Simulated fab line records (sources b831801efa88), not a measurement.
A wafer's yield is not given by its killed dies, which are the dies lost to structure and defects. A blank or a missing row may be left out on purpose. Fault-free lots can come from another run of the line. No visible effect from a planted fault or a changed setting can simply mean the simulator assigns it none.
fab line records -- flow sky130
[record] lots = 12, wafers = 36, last_day = 50
route steps=708 shown PWDE@55 NWELL@63 VT_ADJUST_NCORE@123 VT_ADJUST_PCH@150 PAD_OPEN@708
lots that met no fault: from a run of the same line without faults
start_h: hours from the record's first day to the start of the lot's first wafer shown -- wait_h: hours elapsed since this lot's preceding step -- " identical to the entry in the row above -- L1.1+2: a single row standing in for several wafers -- - value missing, or start not given -- * or withheld: withheld -- < > ~ a bound
route shown NAME@n: names a module that has steps shown in the file, with the first one's number in the route -- usual: average and standard deviation across the fault-free wafers -- same: alike in all rows -- chamber/n: place in a boat -- sites: readings site by site -- _std_site: how widely they spread, as a standard deviation -- _edge_site: the outer-site mean with the inner-site mean subtracted -- radius_mm: for every site, how far away it sits from the centre of the wafer -- mask NAME#n: copy n -- behind: the last tool/chamber to shape the wafer -- hold: cause of the lot's hold/its duration in hours/its outcome -- device: the n, p or np transistor that did not switch -- end of line: tests run on the same wafers once the route is complete -- where a step has no rows: the recipe by itself -- killed: dies lost to structure and defects at the first sort, not the wafer's yield -- map: a wafer's dies, marking killed ones x, the rest . and places with no die _
set.NAME: the run value of the setting; set.NAME@STEP: its run value at that earlier step -- model.NAME: the simulator's own value behind a step, which no gauge read
a sample of lots followed through the steps of the route, with each step as a table and each wafer as a row
services: a tool's chamber out of use, with start hour (start_h, from the record's first day; less than 0 if before it), hours out, and reason
[[steps]]
[step SKY_PWDE_TW_MEAS_10]
[usual] PWDE_TW = 377.0/2.2
lot.wafer,tool,chamber,start_h,wait_h,PWDE_TW
L472.1,film_metro-01,-,67.94,0.1,376.2
L472.5,film_metro-01,-,67.94,0.1,374.6
L472.6,film_metro-01,-,67.94,0.1,378.0
L475.1,film_metro-01,-,85.49,0.1,374.2
L475.4,film_metro-01,-,85.49,0.1,371.7
L475.6,film_metro-01,-,85.49,0.1,372.9
L476.2,film_metro-01,-,91.89,0.1,373.6
L476.3,film_metro-01,-,91.89,0.1,375.0
L476.6,film_metro-01,-,91.89,0.1,376.6
L479.1,film_metro-02,-,110.29,0.1,378.1
L479.2,film_metro-02,-,110.29,0.1,380.3
L479.5,film_metro-02,-,110.29,0.1,379.4
L480.1,film_metro-02,-,110.73,0.1,380.5
L480.2,film_metro-02,-,110.73,0.1,381.0
L480.6,film_metro-02,-,110.73,0.1,380.4
L481.2,film_metro-03,-,117.34,0.1,377.6
L481.3,film_metro-03,-,117.34,0.1,375.8
L481.5,film_metro-03,-,117.34,0.1,376.2
L483.1,film_metro-01,-,133.24,0.1,376.4
L483.3,film_metro-01,-,133.24,0.1,377.6
L483.5,film_metro-01,-,133.24,0.1,377.2
L484.1,film_metro-02,-,138.78,0.1,375.6
L484.3,film_metro-02,-,138.78,0.1,375.0
L484.4,film_metro-02,-,138.78,0.1,377.5
L485.3,film_metro-01,-,145.36,0.1,373.5
L485.4,film_metro-01,-,145.36,0.1,375.6
L485.6,film_metro-01,-,145.36,0.1,375.8
L493.1,film_metro-01,-,187.68,0.1,374.2
L493.4,film_metro-01,-,187.68,0.1,378.2
L493.5,film_metro-01,-,187.68,0.1,377.2
L494.1,film_metro-01,-,193.68,0.1,376.7
L494.2,film_metro-01,-,193.68,0.1,374.9
L494.3,film_metro-01,-,193.68,0.1,376.9
L495.2,film_metro-02,-,198.20,0.1,376.8
L495.4,film_metro-02,-,198.20,0.1,380.2
L495.6,film_metro-02,-,198.20,0.1,379.2
[step SKY_NWELL_OVL_MEAS_10]
[usual] NWELL_00_OVL = -0.9/1.4
lot.wafer,tool,chamber,start_h,wait_h,NWELL_00_OVL[nm]
L472.1,overlay-01,-,83.55,-,-0.8
L472.5,overlay-01,-,83.55,-,-0.2
L472.6,overlay-01,-,83.55,-,0.3
L475.1,overlay-02,-,103.30,-,-1.8
L475.4,overlay-02,-,103.30,-,-2.7
L475.6,overlay-02,-,103.30,-,-1.3
L476.2,overlay-01,-,109.65,-,-2.2
L476.3,overlay-01,-,109.65,-,-0.9
L476.6,overlay-01,-,109.65,-,-2.9
L479.1,overlay-02,-,128.32,-,-1.2
L479.2,overlay-02,-,128.32,-,-2.3
L479.5,overlay-02,-,128.32,-,-0.8
L480.1,overlay-02,-,129.20,-,-1.9
L480.2,overlay-02,-,129.20,-,-2.7
L480.6,overlay-02,-,129.20,-,-1.2
L481.2,overlay-01,-,136.13,-,-3.4
L481.3,overlay-01,-,136.13,-,-0.5
L481.5,overlay-01,-,136.13,-,-1.2
L483.1,overlay-02,-,151.95,-,-0.4
L483.3,overlay-02,-,151.95,-,0.6
L483.5,overlay-02,-,151.95,-,1.5
L484.1,overlay-01,-,158.10,-,1.5
L484.3,overlay-01,-,158.10,-,0.3
L484.4,overlay-01,-,158.10,-,1.2
L485.3,overlay-01,-,164.66,-,-3.2
L485.4,overlay-01,-,164.66,-,-2.0
L485.6,overlay-01,-,164.66,-,-3.2
L493.1,overlay-02,-,209.37,-,-0.4
L493.4,overlay-02,-,209.37,-,-2.1
L493.5,overlay-02,-,209.37,-,-0.6
L494.1,overlay-01,-,215.35,-,-0.7
L494.2,overlay-01,-,215.35,-,0.0
L494.3,overlay-01,-,215.35,-,0.4
L495.2,overlay-01,-,219.76,-,0.0
L495.4,overlay-01,-,219.76,-,-1.8
L495.6,overlay-01,-,219.76,-,-0.9
[step SKY_VT_ADJUST_NCORE_EXPOSE_04]
[recipe] mask_id = LVTN_COMPLEMENT_THIN, na = 0.6, source_shape = conventional, sigma_outer = 0.6, polarization = unpolarized, target_cd_nm = 380, dose_mj = 139
lot.wafer,tool,chamber,start_h,wait_h,mask
L472.1+5+6,iline_stepper-01,0,169.95,-,LVTN_COMPLEMENT_THIN#0
L475.1+4+6,iline_stepper-01,0,191.55,-,LVTN_COMPLEMENT_THIN#0
L476.2+3+6,iline_stepper-02,0,199.60,-,LVTN_COMPLEMENT_THIN#0
L479.1+2+5,iline_stepper-02,0,222.54,-,LVTN_COMPLEMENT_THIN#0
L480.1+2+6,iline_stepper-02,0,224.85,-,LVTN_COMPLEMENT_THIN#0
L481.2+3+5,iline_stepper-01,0,231.25,-,LVTN_COMPLEMENT_THIN#0
L483.1+3+5,iline_stepper-02,0,250.55,-,LVTN_COMPLEMENT_THIN#0
L484.1+3+4,iline_stepper-01,0,258.63,-,LVTN_COMPLEMENT_THIN#0
L485.3+4+6,iline_stepper-01,0,265.54,-,HVTRM#0
L493.1+4+5,iline_stepper-02,0,320.17,-,LVTN_COMPLEMENT_THIN#0
L494.1+2+3,iline_stepper-02,0,325.39,-,LVTN_COMPLEMENT_THIN#0
L495.2+4+6,iline_stepper-02,0,332.67,-,LVTN_COMPLEMENT_THIN#0
[step SKY_VT_ADJUST_NCORE_CD_MEAS_07]
[recipe] target_cd_nm = 380
[usual] cd_nm = 380.2/2.6
lot.wafer,tool,chamber,start_h,wait_h,cd_nm
L472.1,cd_sem-02,-,180.15,0.1,380.8
L472.5,cd_sem-02,-,180.15,0.1,379.2
L472.6,cd_sem-02,-,180.15,0.1,379.7
L475.1,cd_sem-01,-,202.24,0.1,376.6
L475.4,cd_sem-01,-,202.24,0.1,376.1
L475.6,cd_sem-01,-,202.24,0.1,377.0
L476.2,cd_sem-01,-,210.22,0.1,382.2
L476.3,cd_sem-01,-,210.22,0.1,384.0
L476.6,cd_sem-01,-,210.22,0.1,383.6
L479.1,cd_sem-02,-,233.69,0.1,383.4
L479.2,cd_sem-02,-,233.69,0.1,382.6
L479.5,cd_sem-02,-,233.69,0.1,382.1
L480.1,cd_sem-02,-,235.65,0.1,384.6
L480.2,cd_sem-02,-,235.65,0.1,384.6
L480.6,cd_sem-02,-,235.65,0.1,385.3
L481.2,cd_sem-01,-,242.81,0.1,381.8
L481.3,cd_sem-01,-,242.81,0.1,381.9
L481.5,cd_sem-01,-,242.81,0.1,380.7
L483.1,cd_sem-01,-,261.80,0.1,380.3
L483.3,cd_sem-01,-,261.80,0.1,381.9
L483.5,cd_sem-01,-,261.80,0.1,379.4
L484.1,cd_sem-02,-,270.09,0.1,382.6
L484.3,cd_sem-02,-,270.09,0.1,383.4
L484.4,cd_sem-02,-,270.09,0.1,382.9
L485.3,cd_sem-02,-,277.23,0.1,-
L485.4,cd_sem-02,-,277.23,0.1,-
L485.6,cd_sem-02,-,277.23,0.1,-
L493.1,cd_sem-02,-,333.84,0.1,376.6
L493.4,cd_sem-02,-,333.84,0.1,381.5
L493.5,cd_sem-02,-,333.84,0.1,379.6
L494.1,cd_sem-01,-,338.99,0.1,381.8
L494.2,cd_sem-01,-,338.99,0.1,380.3
L494.3,cd_sem-01,-,338.99,0.1,382.4
L495.2,cd_sem-01,-,346.01,0.1,378.2
L495.4,cd_sem-01,-,346.01,0.1,377.3
L495.6,cd_sem-01,-,346.01,0.1,378.0
[step SKY_VT_ADJUST_NCORE_TW_MEAS_11]
[usual] VT_ADJUST_NCORE_TW = 220.0/1.3
lot.wafer,tool,chamber,start_h,wait_h,hold,VT_ADJUST_NCORE_TW
L472.1,film_metro-02,-,180.55,0.1,-,220.4
L472.5,film_metro-02,-,180.55,0.1,-,220.0
L472.6,film_metro-02,-,180.55,0.1,-,219.6
L475.1,film_metro-02,-,202.65,0.1,-,222.1
L475.4,film_metro-02,-,202.65,0.1,-,220.6
L475.6,film_metro-02,-,202.65,0.1,-,220.7
L476.2,film_metro-04,-,210.62,0.1,-,219.6
L476.3,film_metro-04,-,210.62,0.1,-,218.8
L476.6,film_metro-04,-,210.62,0.1,-,219.6
L479.1,film_metro-04,-,234.10,0.1,-,221.4
L479.2,film_metro-04,-,234.10,0.1,-,221.9
L479.5,film_metro-04,-,234.10,0.1,-,221.0
L480.1,film_metro-03,-,236.06,0.1,-,220.6
L480.2,film_metro-03,-,236.06,0.1,-,220.8
L480.6,film_metro-03,-,236.06,0.1,-,221.2
L481.2,film_metro-03,-,243.21,0.1,-,218.2
L481.3,film_metro-03,-,243.21,0.1,-,219.2
L481.5,film_metro-03,-,243.21,0.1,-,218.1
L483.1,film_metro-03,-,262.21,0.1,-,218.3
L483.3,film_metro-03,-,262.21,0.1,-,220.1
L483.5,film_metro-03,-,262.21,0.1,-,220.3
L484.1,film_metro-04,-,270.50,0.1,-,220.3
L484.3,film_metro-04,-,270.50,0.1,-,219.1
L484.4,film_metro-04,-,270.50,0.1,-,219.1
L485.3,film_metro-04,-,277.62,0.1,await_dispo/0.2h/release,30.0
L485.4,film_metro-04,-,277.62,0.1,await_dispo/0.2h/release,30.0
L485.6,film_metro-04,-,277.62,0.1,await_dispo/0.2h/release,30.0
L485.3,film_metro-04,-,277.85,0.2,-,30.1
L485.4,film_metro-04,-,277.85,0.2,-,30.2
L485.6,film_metro-04,-,277.85,0.2,-,30.1
L493.1,film_metro-03,-,334.25,0.1,-,221.9
L493.4,film_metro-03,-,334.25,0.1,-,222.1
L493.5,film_metro-03,-,334.25,0.1,-,222.1
L494.1,film_metro-04,-,339.40,0.1,-,218.6
L494.2,film_metro-04,-,339.40,0.1,-,219.0
L494.3,film_metro-04,-,339.40,0.1,-,218.9
L495.2,film_metro-03,-,346.41,0.1,-,219.8
L495.4,film_metro-03,-,346.41,0.1,-,220.5
L495.6,film_metro-03,-,346.41,0.1,-,219.7
[step SKY_VT_ADJUST_PCH_OVL_MEAS_07]
[usual] VT_ADJUST_PCH_OVL = -0.5/1.1
lot.wafer,tool,chamber,start_h,wait_h,VT_ADJUST_PCH_OVL[nm]
L472.1,overlay-02,-,223.69,-,0.2
L472.5,overlay-02,-,223.69,-,1.6
L472.6,overlay-02,-,223.69,-,-1.6
L475.1,overlay-01,-,247.15,-,0.8
L475.4,overlay-01,-,247.15,-,-0.7
L475.6,overlay-01,-,247.15,-,0.8
L476.2,overlay-01,-,257.45,-,-1.3
L476.3,overlay-01,-,257.45,-,-0.2
L476.6,overlay-01,-,257.45,-,-3.1
L479.1,overlay-02,-,281.47,-,0.0
L479.2,overlay-02,-,281.47,-,-1.0
L479.5,overlay-02,-,281.47,-,-1.5
L480.1,overlay-01,-,283.54,-,-1.1
L480.2,overlay-01,-,283.54,-,-0.4
L480.6,overlay-01,-,283.54,-,-1.3
L481.2,overlay-02,-,292.25,-,-0.4
L481.3,overlay-02,-,292.25,-,-1.4
L481.5,overlay-02,-,292.25,-,0.0
L483.1,overlay-01,-,312.74,-,-0.1
L483.3,overlay-01,-,312.74,-,1.5
L483.5,overlay-01,-,312.74,-,0.5
L484.1,overlay-01,-,322.34,-,-1.0
L484.3,overlay-01,-,322.34,-,-1.9
L484.4,overlay-01,-,322.34,-,-0.9
L493.1,overlay-01,-,390.94,-,0.0
L493.4,overlay-01,-,390.94,-,-0.4
L493.5,overlay-01,-,390.94,-,-1.4
L494.1,overlay-01,-,397.52,-,-2.9
L494.2,overlay-01,-,397.52,-,-2.0
L494.3,overlay-01,-,397.52,-,-1.2
L495.2,overlay-01,-,404.45,-,-2.6
L495.4,overlay-01,-,404.45,-,-2.3
L495.6,overlay-01,-,404.45,-,-0.6
[step SKY_PAD_OPEN_PROBE_99]
[usual] defect_limited_yield = 82.4/1.8, killed_at_M0_to_M3 = 43/6.5, killed_at_M4_up = 3.2/1.8, killed_at_contacts = 24/5.2, killed_at_front_end = 15/4, killed_at_other = 0.4/0.69, killed_dies = 86/8.7, killed_open = 47/7, killed_short = 39/5.7, sort_bin_3_pad_short = 0.9/0.43, sort_bin_5_function = 10.5/1.4, sort_bin_6_memory = 6.2/1.2, sort_n_pass = 406/8.7, sort_yield_pct = 82.4/1.8
[same] gross_dies = 492, killed_at_back_side = 0, sort_bin_4_leakage[%] = 0, sort_bin_8_speed[%] = 0
lot.wafer,tool,chamber,start_h,wait_h,defect_limited_yield[%],killed_at_M0_to_M3,killed_at_M4_up,killed_at_contacts,killed_at_front_end,killed_at_other,killed_dies,killed_open,killed_short,sort_bin_3_pad_short[%],sort_bin_5_function[%],sort_bin_6_memory[%],sort_n_pass,sort_yield_pct[%]
L483.1,prober-01,-,1144.77,0.1,78.7,51,8,30,16,0,105,59,44,1.2,13.2,6.9,387,78.7
L483.3,prober-01,-,1144.87,0.2,82.1,38,4,35,10,1,88,52,35,0.4,11.6,5.9,404,82.1
L483.5,prober-01,-,1144.97,0.2,87.0,35,2,14,13,0,64,33,30,0.2,7.7,5.1,428,87.0
// killed by level:class
L483.1 VIA1:geometric_particle:open=16 VIA3:geometric_particle:open=11 LI_CONTACT:geometric_particle:open=9 CONTACT:geometric_particle:short=6 VIA1:geometric_particle:short=6 LOCAL_INTERCONNECT:geometric_particle:short=5 CONTACT:geometric_particle:open=5 METAL4:geometric_particle:short=5
L483.3 CONTACT:geometric_particle:open=14 VIA1:geometric_particle:open=13 LI_CONTACT:geometric_particle:open=6 LOCAL_INTERCONNECT:geometric_particle:short=6 VIA2:geometric_particle:open=6 METAL2:geometric_particle:short=5 LOCAL_INTERCONNECT:geometric_particle:open=4 VIA1:geometric_particle:short=4
L483.5 VIA1:geometric_particle:open=11 POLY_GATE:geometric_particle:short=5 VIA2:geometric_particle:open=5 METAL1:geometric_particle:short=5 CONTACT:geometric_particle:open=4 VIA1:geometric_particle:short=4 VIA3:geometric_particle:short=4 POLY_GATE:geometric_particle:open=3
[[services]]
tool,chamber,start_h,hours,kind
iline_stepper-02,0,188.60,-,calibration
iline_stepper-01,-,217.11,1.7,pm
iline_stepper-01,0,254.24,-,calibration
[[key]]
[first_sign] step = SKY_VT_ADJUST_NCORE_EXPOSE_04, reading = mask, direction = changed
[effect] step = SKY_VT_ADJUST_NCORE_CD_MEAS_07, reading = cd_nm, direction = missing
[effect] step = SKY_VT_ADJUST_NCORE_TW_MEAS_11, reading = visit, direction = added
[effect] step = SKY_VT_ADJUST_NCORE_TW_MEAS_11, reading = VT_ADJUST_NCORE_TW, direction = down, sigmas = 99+, usual = 220.0, struck = 30.0
met_at SKY_VT_ADJUST_NCORE_EXPOSE_04
struck_lots L485
scrapped_behind SKY_VT_ADJUST_NCORE_TW_MEAS_11 L485.3,L485.4,L485.6
not_acting_at SKY_PWDE_TW_MEAS_10,SKY_NWELL_OVL_MEAS_10,SKY_VT_ADJUST_PCH_OVL_MEAS_07
onset_between 258.63 265.54
[fault] kind = wrong_mask, tool = any, chamber = -, onset_h = 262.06, steps = SKY_VT_ADJUST_NCORE_EXPOSE_04, aux_copy = HVTRM#0, scope = struck_lots_only
